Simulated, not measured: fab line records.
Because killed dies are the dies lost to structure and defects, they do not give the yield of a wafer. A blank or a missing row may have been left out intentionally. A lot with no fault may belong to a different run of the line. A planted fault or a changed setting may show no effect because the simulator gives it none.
2 desks looking at one fault :: flow gf180mcu :: each desk holds nothing but its own numbers, with what lay behind them at the end

== AT THE METROLOGY DESK ==
Lot by lot, what the gauges showed, no matter which tool ran the lot: averages of those sampled wafers that carry a number. Any lot whose mean is over 4 standard deviations away from the usual mean is out of limits and marked OUT; that distance is given in the brackets.
Columns: A = HV_LDD_OVL at GF_HV_LDD_OVL_MEAS_08, usual 0.1 nm
lot: L688
first seen here: day 10 05:31
A: -2.0

lot: L690
first seen here: day 10 19:01
A: 2.5

lot: L691
first seen here: day 11 02:46
A: 0.8

lot: L692
first seen here: day 11 15:22
A: 1.3

lot: L693
first seen here: day 11 20:04
A: 0.2

lot: L694
first seen here: day 12 04:58
A: -1.7

lot: L698
first seen here: day 13 11:35
A: 3.3

lot: L703
first seen here: day 14 20:04
A: 0.4

lot: L706
first seen here: day 15 21:40
A: 0.4

lot: L707
first seen here: day 16 06:49
A: -2.3

lot: L710
first seen here: day 17 01:04
A: -0.7
This desk's verdict: no lot among the 11 shows anything out of limits.

== DESK OF THE TOOL OWNER: rieSi-01 ==
The tool's own readings at GF_POLY_GATE_ETCH_13 (etches poly-Si in HBr/Cl2, stops on SiO2, target depth 198.5 nm, time 69.6 s): means of the sampled wafers that have a number, for each lot that ran on this tool. Any lot whose mean is over 4 standard deviations away from the usual mean is out of limits and marked OUT; that distance is given in the brackets.
Columns: A = drypumpMotorCurrentA at GF_POLY_GATE_ETCH_13, usual 5.7 A; B = oesProductAu at GF_POLY_GATE_ETCH_13, usual 0.991 a.u.; C = runLengthS at GF_POLY_GATE_ETCH_13, usual 98.0 s; D = throttleValvePct at GF_POLY_GATE_ETCH_13, usual 33.685 %
lot: L688
first seen here: day 9 10:25
A: 6.0
B: 0.982
C: 98.2
D: 33.685

lot: L690
first seen here: day 9 23:35
A: 5.6
B: 0.997
C: 97.8
D: 33.683

lot: L692
first seen here: day 10 17:53
A: 5.8
B: 0.991
C: 97.9
D: 33.683

lot: L693
first seen here: day 10 23:33
A: 5.8
B: 0.988
C: 98.1
D: 33.687

lot: L698
first seen here: day 12 13:29
A: 5.8
B: 0.988
C: 98.0
D: 33.685

lot: L703
first seen here: day 13 21:33
A: 5.6
B: 0.995
C: 97.9
D: 33.684

lot: L707
first seen here: day 15 05:45
A: 5.6
B: 0.987
C: 81.1 (-39) OUT
D: 33.676
This desk finds L707 out of limits, L707 being first, at day 15 05:45 (runLengthS at GF_POLY_GATE_ETCH_13). L688, L690, L692, L693, L698, L703 stayed within limits.

== ALL TOGETHER ==
At day 15 05:45, on L707, the tool owner's desk was in a position to raise an alarm.
Metrology desk: nothing out of limits seen.
The metrology desk holds a record of L707, inside its limits.
On rieSi-01, each named lot ran GF_POLY_GATE_ETCH_13.

== WHAT THE SIMULATOR PUT IN ==
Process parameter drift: rieSi-01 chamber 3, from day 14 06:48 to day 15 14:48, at GF_POLY_GATE_ETCH_13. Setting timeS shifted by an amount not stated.
Lots struck among those shown: L707.
Time in hours from fault onset to the first out-of-limits reading at each desk: the tool owner's desk, 23.
